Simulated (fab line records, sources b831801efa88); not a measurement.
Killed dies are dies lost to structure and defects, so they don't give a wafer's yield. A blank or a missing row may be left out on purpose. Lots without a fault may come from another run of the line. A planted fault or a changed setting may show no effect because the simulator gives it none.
fab line records | flow sky130
record lots=6 wafers=18 last_day=50
route steps=708 shown VIA1@481 METAL2@483 PAD_OPEN@708
lots that met no fault: from a run of the same line without faults
start_h: hours from the record's first day to the start of the lot's first wafer shown | wait_h: hours since the lot's step before | " the same as in the row above | L1.1+2: a row that stands for several wafers | - no value, or no start given | * or withheld: withheld | < > ~ a bound
route shown NAME@n: a module of which the file shows steps, and the number in the route of the first | usual: mean/standard deviation of fault-free wafers | same: alike in all rows | chamber/n: place in a boat | sites: the reading at each site | _std_site: their standard deviation | _edge_site: outer sites' mean less inner sites' | radius_mm: how far each site lies from the wafer's centre | mask NAME#n: copy n | behind: the tool/chamber that last shaped the wafer | hold: why the lot was held/for how many hours/how that ended | device: the transistor (n, p or np) that didn't switch | end of line: the same wafers' tests at the end of the route | a step without rows: its recipe alone | killed: dies lost to structure and defects at the first sort, not the wafer's yield | map: a wafer's dies, x killed, . not, _ none there
set.NAME: the setting as run; set.NAME@STEP: as run at that earlier step | model.NAME: the simulator's own value behind a step, which no gauge read
lots at some steps of the route; a table a step, a row a wafer
services: from which hour (start_h, from the record's first day; less than 0 if before it) a tool's chamber was out of use, for how many hours, and why
## steps
# step SKY_VIA1_THK_MEAS_23
# recipe thk_meas_gauge=xrf reads=W_of_VIA1_CVD_21
# usual VIA1_W_THK=269.6/2.9
# columns lot.wafer tool chamber start_h wait_h VIA1_W_THK[nm]
L419.4 film_metro-04 - 822.05 0.1 269.8
L419.5 " - " " 272.4
L419.6 " - " " 269.9
L425.2 film_metro-04 - 865.35 0.1 270.7
L425.3 " - " " 268.4
L425.5 " - " " 271.9
L428.4 film_metro-02 - 896.94 0.1 269.5
L428.5 " - " " 270.7
L428.6 " - " " 271.8
L429.2 film_metro-02 - 898.75 0.1 264.5
L429.3 " - " " 270.8
L429.5 " - " " 268.1
L436.2 film_metro-02 - 947.88 0.1 270.3
L436.5 " - " " 271.0
L436.6 " - " " 268.9
L438.2 film_metro-02 - 959.18 0.1 272.0
L438.3 " - " " 272.9
L438.4 " - " " 272.2
# step SKY_VIA1_CMP_24
# recipe stop_on=SiO2 t_overpolish_s=15 down_force_psi=3.5 platen_rpm=60 target_thk_nm=0 pad_velocity_m_s=0.94248
# usual motor_current_A=10.9/0.99 overpolish_run_s=15.000/0.0092 platen_rpm=60.01/0.041 time_to_endpoint_s=66/3.3
# columns lot.wafer tool chamber start_h wait_h motor_current_A overpolish_run_s platen_rpm time_to_endpoint_s
L419.4 cmp-02 3 822.08 0.0 10.3 15.005 59.95 62
L419.6 " 3 " " 10.6 14.992 59.94 58
L419.5 " 0 " " 10.0 14.987 60.03 65
L425.3 cmp-01 3 865.40 0.0 11.3 15.016 59.92 63
L425.2 " 1 " " 10.1 14.990 60.03 68
L425.5 " 0 " " 11.9 14.994 59.98 66
L428.4 cmp-01 0 897.02 0.1 11.5 15.011 59.97 64
L428.5 " 3 " " 11.8 15.010 59.98 61
L428.6 " 0 " " 12.0 14.992 59.97 65
L429.2 cmp-02 0 898.90 0.1 9.5 14.981 59.95 67
L429.3 " 1 " " 12.9 14.993 60.05 65
L429.5 " 3 " " 10.1 15.013 60.02 62
L436.2 cmp-02 2 948.03 0.1 9.8 14.999 59.92 68
L436.5 " 0 " " 9.2 15.016 59.99 65
L436.6 " 1 " " 12.2 14.990 60.06 63
L438.3 cmp-01 2 959.36 0.2 10.4 15.003 60.02 72
L438.4 " 3 " " 11.0 15.006 60.01 66
L438.2 " 1 " " 10.3 14.990 59.90 69
# step SKY_METAL2_SPUTTER_00
# recipe material=Ti target_thk_nm=15 power_w=3000 time_s=10 chamber_pressure_pa=0.4
# usual chamber_pressure_pa=0.4000/0.00081 throttle_valve_pct=29.8/0.88
# same time_s=10
# columns lot.wafer tool chamber start_h wait_h chamber_pressure_pa throttle_valve_pct
L419.4 pvd_sputter-01 - 822.39 0.3 0.4007 29.0
L419.5 " - " " 0.4011 29.9
L419.6 " - " " 0.3992 28.6
L425.2 pvd_sputter-04 - 865.70 0.1 0.4002 30.3
L425.3 " - " " 0.3983 30.6
L425.5 " - " " 0.4002 30.4
L428.4 pvd_sputter-01 - 897.27 0.2 0.4010 28.4
L428.5 " - " " 0.4002 28.3
L428.6 " - " " 0.4020 29.1
L429.2 pvd_sputter-04 - 899.10 0.1 0.3995 29.0
L429.3 " - " " 0.3996 30.2
L429.5 " - " " 0.3992 28.9
L436.2 pvd_sputter-04 - 948.23 0.1 0.3995 30.3
L436.5 " - " " 0.3992 30.1
L436.6 " - " " 0.4011 29.8
L438.2 pvd_sputter-04 - 959.66 0.1 0.4009 29.2
L438.3 " - " " 0.4002 30.4
L438.4 " - " " 0.3999 30.0
# step SKY_METAL2_SPUTTER_01
# recipe material=TiN target_thk_nm=20 power_w=6500 time_s=16.7 chamber_pressure_pa=0.4
# usual chamber_pressure_pa=0.4001/0.00081 throttle_valve_pct=29.8/0.9
# same time_s=16.7
# columns lot.wafer tool chamber start_h wait_h chamber_pressure_pa throttle_valve_pct
L419.4 pvd_sputter-01 - 822.42 0.0 0.4017 29.4
L419.5 " - " " 0.4012 30.0
L419.6 " - " " 0.4010 28.3
L425.2 pvd_sputter-04 - 865.72 0.0 0.4001 30.4
L425.3 " - " " 0.4002 30.3
L425.5 " - " " 0.3987 30.1
L428.4 pvd_sputter-01 - 897.29 0.0 0.4015 28.2
L428.5 " - " " 0.4004 28.4
L428.6 " - " " 0.4013 29.2
L429.2 pvd_sputter-04 - 899.12 0.0 0.3999 29.0
L429.3 " - " " 0.4001 30.3
L429.5 " - " " 0.3999 29.2
L436.2 pvd_sputter-04 - 948.25 0.0 0.4005 30.4
L436.5 " - " " 0.4006 30.1
L436.6 " - " " 0.3994 29.8
L438.2 pvd_sputter-04 - 959.68 0.0 0.4007 29.0
L438.3 " - " " 0.3999 30.4
L438.4 " - " " 0.3989 29.8
# step SKY_METAL2_SPUTTER_02
# recipe material=AlCu target_thk_nm=250 power_w=10600 time_s=13.3 chamber_pressure_pa=0.4
# step SKY_METAL2_SPUTTER_03
# recipe material=Ti target_thk_nm=5 power_w=3000 time_s=3.3 chamber_pressure_pa=0.4
# step SKY_METAL2_SPUTTER_04
# recipe material=TiN target_thk_nm=70 power_w=6500 time_s=58.3 chamber_pressure_pa=0.4
# usual chamber_pressure_pa=0.4001/0.0007 throttle_valve_pct=29.9/0.89
# same time_s=58.3
# columns lot.wafer tool chamber start_h wait_h chamber_pressure_pa throttle_valve_pct
L419.4 pvd_sputter-01 - 822.50 0.0 0.4005 29.2
L419.5 " - " " 0.4008 29.8
L419.6 " - " " 0.3999 28.5
L425.2 pvd_sputter-04 - 865.79 0.0 0.3991 30.2
L425.3 " - " " 0.3995 30.6
L425.5 " - " " 0.3996 30.1
L428.4 pvd_sputter-01 - 897.36 0.0 0.3995 28.7
L428.5 " - " " 0.4008 28.8
L428.6 " - " " 0.4002 29.3
L429.2 pvd_sputter-04 - 899.19 0.0 0.3995 29.1
L429.3 " - " " 0.4005 30.1
L429.5 " - " " 0.3994 29.2
L436.2 pvd_sputter-04 - 948.33 0.0 0.4000 30.5
L436.5 " - " " 0.3997 30.3
L436.6 " - " " 0.4007 29.6
L438.2 pvd_sputter-04 - 959.75 0.0 0.3999 28.9
L438.3 " - " " 0.4000 30.6
L438.4 " - " " 0.4004 29.6
# step SKY_METAL2_RS_MEAS_05
# recipe thk_meas_gauge=four-point-probe reads=TiN_of_METAL2_SPUTTER_04+Ti_of_METAL2_SPUTTER_03+AlCu_of_METAL2_SPUTTER_02+TiN_of_METAL2_SPUTTER_01+Ti_of_METAL2_SPUTTER_00
# usual METAL2_ALCU_RS=0.1267/0.00095
# columns lot.wafer tool chamber start_h wait_h METAL2_ALCU_RS[ohm/sq]
L419.4 film_metro-02 - 822.58 0.1 0.1265
L419.5 " - " " 0.1247
L419.6 " - " " 0.1257
L425.2 film_metro-02 - 865.86 0.0 0.1260
L425.3 " - " " 0.1270
L425.5 " - " " 0.1259
L428.4 film_metro-04 - 897.47 0.1 0.1275
L428.5 " - " " 0.1272
L428.6 " - " " 0.1283
L429.2 film_metro-03 - 899.26 0.0 0.1256
L429.3 " - " " 0.1260
L429.5 " - " " 0.1256
L436.2 film_metro-04 - 948.41 0.0 0.1282
L436.5 " - " " 0.1269
L436.6 " - " " 0.1268
L438.2 film_metro-02 - 959.82 0.0 0.1260
L438.3 " - " " 0.1274
L438.4 " - " " 0.1258
# step SKY_METAL2_THK_MEAS_06
# recipe thk_meas_gauge=xrf reads=AlCu_of_METAL2_SPUTTER_02
# usual METAL2_ALCU_THK=249.7/2.5
# columns lot.wafer tool chamber start_h wait_h METAL2_ALCU_THK[nm]
L419.4 film_metro-02 - 822.67 0.1 250.3
L419.5 " - " " 251.9
L419.6 " - " " 250.6
L425.2 film_metro-02 - 865.97 0.1 249.8
L425.3 " - " " 247.5
L425.5 " - " " 250.6
L428.4 film_metro-04 - 897.56 0.1 247.6
L428.5 " - " " 248.6
L428.6 " - " " 245.7
L429.2 film_metro-03 - 899.37 0.1 252.4
L429.3 " - " " 253.0
L429.5 " - " " 254.5
L436.2 film_metro-04 - 948.52 0.1 248.0
L436.5 " - " " 249.1
L436.6 " - " " 249.2
L438.2 film_metro-02 - 959.93 0.1 250.1
L438.3 " - " " 249.4
L438.4 " - " " 252.5
# step SKY_METAL2_DEHYDRATE_07
# recipe temp_c=200 time_s=60
# step SKY_METAL2_HMDS_08
# recipe prime_time_s=60 prime_temp_c=120
# step SKY_METAL2_COAT_09
# recipe resist=BARC temp_c=withheld time_s=withheld spin_rpm=3000 resist_thk_nm=60
# step SKY_METAL2_COAT_10
# recipe resist=KrF-thick spin_rpm=3000 resist_thk_nm=450
# usual resist_line_temp_C=23.02/0.11 spin_speed_rpm=2999.7/2
# columns lot.wafer tool chamber start_h wait_h resist_line_temp_C spin_speed_rpm model.KrF-thick_of_METAL2_COAT_10.thk_nm
L419.4 litho_track-03 0 835 - 23.04 2997.2 450.7
L419.5 " 0 " " 22.98 2996.3 450.6
L419.6 " 0 " " 22.99 2998.2 449.5
L425.2 litho_track-01 0 878 - 22.98 3001.6 452.1
L425.3 " 0 " " 23.14 3001.2 451.5
L425.5 " 0 " " 23.13 3002.2 451.7
L428.4 litho_track-01 0 910 - 22.82 2825.4 462
L428.5 " 0 " " 23.07 2825.8 461.2
L428.6 " 0 " " 22.97 2827.7 463.6
L429.2 litho_track-01 0 911 - 22.94 2828.7 463.4
L429.3 " 0 " " 22.98 2828.5 463.3
L429.5 " 0 " " 23.18 2826.8 464
L436.2 litho_track-04 0 959 - 22.91 2998.2 449.6
L436.5 " 0 960 - 22.84 3000.3 450.5
L436.6 " 0 " " 22.89 2999.3 450
L438.2 litho_track-04 0 971 - 23.04 2999.2 449.3
L438.3 " 0 " " 22.83 3002.8 449.4
L438.4 " 0 " " 23.07 3000.2 449.7
# step SKY_METAL2_SOFTBAKE_11
# recipe temp_c=100 time_s=90 resist=KrF-thick
# step SKY_METAL2_EXPOSE_12
# recipe mask_id=MM2 na=0.8 source_shape=annular sigma_inner=0.55 sigma_outer=0.85 target_cd_nm=140 dose_mj=28
# step SKY_METAL2_PEB_13
# recipe peb_temp_c=withheld peb_time_s=withheld resist=KrF-thick
# step SKY_METAL2_DEVELOP_14
# recipe develop_time_s=60 resist=KrF-thick dev_temp_c=21
# step SKY_METAL2_CD_MEAS_15
# recipe target_cd_nm=140
# usual cd_nm=139.6/1.6
# columns lot.wafer tool chamber start_h wait_h cd_nm
L419.4 cd_sem-01 - 849.24 - 139.0
L419.5 " - " " 140.2
L419.6 " - " " 139.9
L425.2 cd_sem-01 - 891.87 - 140.9
L425.3 " - " " 138.1
L425.5 " - " " 139.1
L428.4 cd_sem-01 - 922.86 - 141.4
L428.5 " - " " 141.2
L428.6 " - " " 141.6
L429.2 cd_sem-02 - 923.47 - 138.9
L429.3 " - " " 138.9
L429.5 " - " " 138.8
L436.2 cd_sem-01 - 972.51 - 138.4
L436.5 " - " " 138.2
L436.6 " - " " 138.0
L438.2 cd_sem-01 - 983.66 - 141.9
L438.3 " - " " 142.0
L438.4 " - " " 142.6
# step SKY_METAL2_OVL_MEAS_16
# usual METAL2_OVL=-1/4.9
# columns lot.wafer tool chamber start_h wait_h METAL2_OVL[nm]
L419.4 overlay-02 - 849.32 0.1 -9
L419.5 " - " " -9
L419.6 " - " " -8
L425.2 overlay-02 - 891.97 0.1 -2
L425.3 " - " " -2
L425.5 " - " " -5
L428.4 overlay-02 - 922.94 0.1 3
L428.5 " - " " 2
L428.6 " - " " 0
L429.2 overlay-02 - 923.57 0.1 -2
L429.3 " - " " 0
L429.5 " - " " 2
L436.2 overlay-02 - 972.62 0.1 -4
L436.5 " - " " -4
L436.6 " - " " 0
L438.2 overlay-02 - 983.77 0.1 0
L438.3 " - " " 8
L438.4 " - " " 3
# step SKY_METAL2_DESCUM_17
# recipe chemistry=O2 source_power_w=150 bias_power_w=0 pressure_mtorr=10 temp_c=40 time_s=8
# step SKY_METAL2_ETCH_18
# recipe chemistry=N2/H2 target=BARC ion_energy_ev=200 bias_w=100 pressure_mtorr=30 n2_flow_sccm=100 h2_flow_sccm=200 icp_w=500 stop_on=SiO2 time_s=45.9 target_depth_a=600
# usual drypump_motor_current_A=6.07/0.26 oes_product_au=0.855/0.0042 throttle_valve_pct=13.226/0.0086
# same time_s=45.9
# columns lot.wafer tool chamber start_h wait_h drypump_motor_current_A oes_product_au rf_hours_counter_h throttle_valve_pct
L419.4 rie_metal-04 0 849.39 0.0 5.88 0.854 - 13.223
L419.5 " 0 " " 5.88 0.855 - 13.214
L419.6 " 1 " " 5.81 0.850 - 13.226
L425.2 rie_metal-01 0 892.03 0.0 6.12 0.856 18 13.226
L425.3 " 0 " " 6.12 0.852 - 13.241
L425.5 " 0 " " 6.12 0.858 - 13.229
L428.4 rie_metal-02 1 923.01 0.0 6.24 0.858 - 13.220
L428.5 " 0 " " 6.07 0.860 - 13.221
L428.6 " 1 " " 6.27 0.863 - 13.232
L429.2 rie_metal-04 0 923.63 0.0 5.88 0.859 12 13.218
L429.3 " 1 " " 5.80 0.852 - 13.229
L429.5 " 0 " " 5.88 0.857 - 13.219
L436.2 rie_metal-02 1 972.68 0.0 6.28 0.847 4 13.224
L436.5 " 1 " " 6.26 0.863 - 13.227
L436.6 " 0 " " 6.09 0.854 - 13.224
L438.2 rie_metal-04 1 983.83 0.0 5.81 0.861 4 13.239
L438.3 " 1 " " 5.80 0.855 - 13.232
L438.4 " 0 " " 5.88 0.857 - 13.227
# step SKY_METAL2_METAL_ETCH_19
# recipe target_depth_a=3600 stop_on=SiO2 over_etch_frac=0.3 time_s=78 chemistry=Cl2/BCl3 resist_sidewall_deg=88 pressure_mtorr=10 icp_w=900 bias_w=48.5 Cl2_flow_sccm=60 bcl3_flow_sccm=30
# usual drypump_motor_current_A=6.05/0.26 oes_product_au=0.855/0.0046 throttle_valve_pct=22.265/0.0098
# same over_etch_frac=0.3 time_s=78
# columns lot.wafer tool chamber start_h wait_h drypump_motor_current_A oes_product_au rf_hours_counter_h throttle_valve_pct model.KrF-thick_of_METAL2_COAT_10.thk_nm
L419.4 rie_metal-04 0 849.46 0.1 5.87 0.856 - 22.251 157.9
L419.5 " 0 " " 5.88 0.858 - 22.246 156
L419.6 " 1 " " 5.77 0.853 - 22.277 158.6
L425.2 rie_metal-01 0 892.10 0.0 6.12 0.859 18 22.246 165.9
L425.3 " 0 " " 6.11 0.846 - 22.273 165.4
L425.5 " 0 " " 6.13 0.861 - 22.273 167.6
L428.4 rie_metal-02 1 923.08 0.1 6.27 0.855 - 22.267 167.2
L428.5 " 0 " " 6.06 0.851 - 22.284 170.2
L428.6 " 1 " " 6.27 0.852 - 22.269 169.9
L429.2 rie_metal-04 0 923.70 0.0 5.87 0.858 12 22.264 173.3
L429.3 " 1 " " 5.78 0.859 - 22.271 173.5
L429.5 " 0 " " 5.86 0.851 - 22.274 170
L436.2 rie_metal-02 1 972.74 0.0 6.21 0.853 4 22.262 157.4
L436.5 " 1 " " 6.26 0.864 - 22.278 160.1
L436.6 " 0 " " 6.05 0.867 - 22.278 161.2
L438.2 rie_metal-04 1 983.89 0.0 5.78 0.854 4 22.267 153.8
L438.3 " 1 " " 5.78 0.849 - 22.267 155.1
L438.4 " 0 " " 5.87 0.850 - 22.265 157.1
# step SKY_METAL2_STRIP_20
# recipe chemistry=O2/N2 power_w=1400 pressure_mtorr=1500 platen_temp_c=withheld o2_flow_sccm=3000 n2_flow_sccm=300 overash_fraction=0.5
# usual drypump_motor_current_A=5.72/0.3 o2_flow_sccm=3000/15 oes_product_au=0.343/0.0048 strip_time_to_endpoint_s=2.70/0.033
# columns lot.wafer tool chamber start_h wait_h drypump_motor_current_A o2_flow_sccm oes_product_au rf_hours_counter_h strip_time_to_endpoint_s
L419.4 plasma_asher-01 0 849.55 0.1 6.11 3007 0.335 - 2.67
L419.5 " 0 " " 6.10 3018 0.346 - 2.67
L419.6 " 1 " " 5.92 3004 0.341 - 2.69
L425.2 plasma_asher-03 0 892.19 0.1 5.30 3008 0.355 103 2.78
L425.3 " 1 " " 5.21 3009 0.351 - 2.75
L425.5 " 0 " " 5.29 3009 0.342 - 2.79
L428.4 plasma_asher-04 0 923.17 0.1 5.76 2996 0.339 - 2.80
L428.5 " 0 " " 5.74 2989 0.343 - 2.84
L428.6 " 1 " " 5.75 3002 0.347 - 2.80
L429.2 plasma_asher-03 0 923.79 0.1 5.28 3001 0.352 107 2.86
L429.3 " 1 " " 5.21 2988 0.347 - 2.87
L429.5 " 1 " " 5.21 2996 0.344 - 2.83
L436.2 plasma_asher-04 0 972.83 0.1 5.74 2990 0.338 83 2.69
L436.5 " 0 " " 5.73 3000 0.340 - 2.71
L436.6 " 1 " " 5.80 3001 0.343 - 2.74
L438.2 plasma_asher-01 1 983.98 0.1 5.90 3010 0.339 54 2.63
L438.3 " 0 " " 6.13 2995 0.342 - 2.67
L438.4 " 1 " " 5.90 3007 0.343 - 2.69
# step SKY_METAL2_STRIP_21
# recipe chemistry=post_etch_residue_remover time_s=1200 temp_c=72.5
# step SKY_PAD_OPEN_PROBE_99
# usual defect_limited_yield=82.2/2.1 killed_at_M0_to_M3=43/8 killed_at_M4_up=2.9/1.6 killed_at_contacts=26/5.2 killed_at_front_end=15/4.3 killed_at_other=0.3/0.56 killed_dies=87/10 killed_open=48/6.9 killed_short=40/6.5 sort_bin_3_pad_short=0.9/0.36 sort_bin_5_function=10.5/1.5 sort_bin_6_memory=6.4/1.3 sort_n_pass=405/10 sort_yield_pct=82.2/2.1
# same gross_dies=492 killed_at_back_side=0 sort_bin_4_leakage[%]=0 sort_bin_8_speed[%]=0
# columns lot.wafer tool chamber start_h wait_h defect_limited_yield[%] killed_at_M0_to_M3 killed_at_M4_up killed_at_contacts killed_at_front_end killed_at_other killed_dies killed_open killed_short sort_bin_3_pad_short[%] sort_bin_5_function[%] sort_bin_6_memory[%] sort_n_pass sort_yield_pct[%]
L419.4 prober-02 - 1099.79 0.2 84.6 45 0 19 11 1 76 43 33 0.8 9.1 5.5 416 84.6
L419.5 prober-02 - 1099.84 0.2 83.1 41 3 27 12 0 83 40 43 0.8 9.8 6.3 409 83.1
L419.6 prober-02 - 1099.89 0.2 81.7 42 3 31 14 0 90 54 36 0.8 11.6 5.9 402 81.7
L428.5 prober-02 - 1154.79 0.2 86.8 30 3 20 11 1 65 35 30 0.6 8.3 4.3 427 86.8
L436.2 prober-02 - 1188.16 0.1 83.1 46 0 17 20 0 83 50 33 0.2 9.8 6.9 409 83.1
L436.5 prober-02 - 1188.31 0.2 83.3 42 3 27 10 0 82 48 34 0.2 11.0 5.5 410 83.3
L436.6 prober-02 - 1188.36 0.2 80.3 55 4 22 16 0 97 57 40 1.4 9.1 9.1 395 80.3
# killed by level:class
L419.4 VIA1:geometric_particle:open=15 LI_CONTACT:geometric_particle:open=9 METAL2:geometric_particle:short=8 POLY_GATE:geometric_particle:short=6 METAL1:geometric_particle:short=5 VIA3:geometric_particle:open=5 CONTACT:geometric_particle:short=4 CONTACT:geometric_particle:open=4
L419.5 CONTACT:geometric_particle:open=12 VIA3:geometric_particle:open=8 VIA1:geometric_particle:open=8 METAL1:geometric_particle:short=7 LOCAL_INTERCONNECT:geometric_particle:short=6 VIA2:geometric_particle:open=6 POLY_GATE:geometric_particle:short=5 CONTACT:geometric_particle:short=4
L419.6 CONTACT:geometric_particle:open=13 VIA3:geometric_particle:open=9 LI_CONTACT:geometric_particle:open=8 VIA1:geometric_particle:open=7 POLY_GATE:geometric_particle:open=6 CONTACT:geometric_particle:short=6 METAL2:geometric_particle:short=6 METAL3:geometric_particle:short=4
L428.5 CONTACT:geometric_particle:open=8 VIA3:geometric_particle:open=6 CONTACT:geometric_particle:short=5 VIA1:geometric_particle:open=5 VIA2:geometric_particle:open=4 METAL1:geometric_particle:short=4 FIELD_ISO:geometric_particle:short=3 LI_CONTACT:geometric_particle:open=3
L436.2 VIA1:geometric_particle:open=13 VIA3:geometric_particle:open=8 FIELD_ISO:geometric_particle:open=7 CONTACT:geometric_particle:open=7 METAL1:geometric_particle:short=6 FIELD_ISO:geometric_particle:short=4 POLY_GATE:geometric_particle:short=4 POLY_GATE:geometric_particle:open=3
L436.5 VIA1:geometric_particle:open=10 LI_CONTACT:geometric_particle:open=9 CONTACT:geometric_particle:open=7 VIA3:geometric_particle:open=7 VIA1:geometric_particle:short=6 FIELD_ISO:geometric_particle:short=4 LI_CONTACT:geometric_particle:short=4 METAL1:geometric_particle:short=4
L436.6 CONTACT:geometric_particle:open=11 METAL1:geometric_particle:short=11 VIA3:geometric_particle:open=9 VIA2:geometric_particle:open=9 VIA1:geometric_particle:open=7 VIA2:geometric_particle:short=7 LI_CONTACT:geometric_particle:open=6 METAL3:geometric_particle:short=4
## services
# columns tool chamber start_h hours kind
pvd_sputter-01 1 807.19 - consumable_replace:kit
cmp-02 - 826.93 1.5 repair
plasma_asher-01 - 827.25 6.1 repair
plasma_asher-04 - 847.99 2.8 pm
cmp-02 - 849.84 2.2 repair
pvd_sputter-04 - 849.85 2.1 repair
plasma_asher-01 - 877.75 2.8 pm
rie_metal-01 1 897.80 8.6 repair
rie_metal-01 0 898.06 2.3 repair
plasma_asher-01 - 911.88 0.8 repair
cmp-01 - 913.03 0.5 repair
plasma_asher-01 - 914.94 16.5 repair
cmp-02 - 917.28 1.7 repair
plasma_asher-01 - 917.33 0.3 repair
cmp-02 - 920.17 4.0 pm
cmp-01 - 927.67 1.3 repair
pvd_sputter-04 2 948.39 - consumable_replace:kit
pvd_sputter-04 2 948.39 18.0 scheduled_down
pvd_sputter-04 2 948.39 18.0 vent_cycle
rie_metal-01 - 954.52 0.3 repair
pvd_sputter-01 - 967.80 4.0 repair
rie_metal-02 1 973.83 2.1 repair
cmp-02 - 975.00 0.6 repair
pvd_sputter-04 - 975.84 3.6 repair
## key
first_sign step=SKY_METAL2_COAT_10 reading=spin_speed_rpm direction=down sigmas=84 usual=2999.7 struck=2827.1
effect step=SKY_METAL2_STRIP_20 reading=strip_time_to_endpoint_s direction=up sigmas=4 usual=* struck=*
model_effect step=SKY_METAL2_COAT_10 value=KrF-thick_of_METAL2_COAT_10.thk_nm without=449.4 struck=462.9
model_effect step=SKY_METAL2_METAL_ETCH_19 value=KrF-thick_of_METAL2_COAT_10.thk_nm without=157.1 struck=170.7
met_at SKY_METAL2_COAT_10
struck_wafers L428.4,L428.5,L428.6,L429.2,L429.3,L429.5
onset_between 878 910
fault kind=process_parameter_drift tool=litho_track-01 chamber=- onset_h=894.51 steps=SKY_METAL2_COAT_10 channel=spin_rpm offset=-172.73 shape=step end_h=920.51 acts_in=these_recipes_only stated=3000
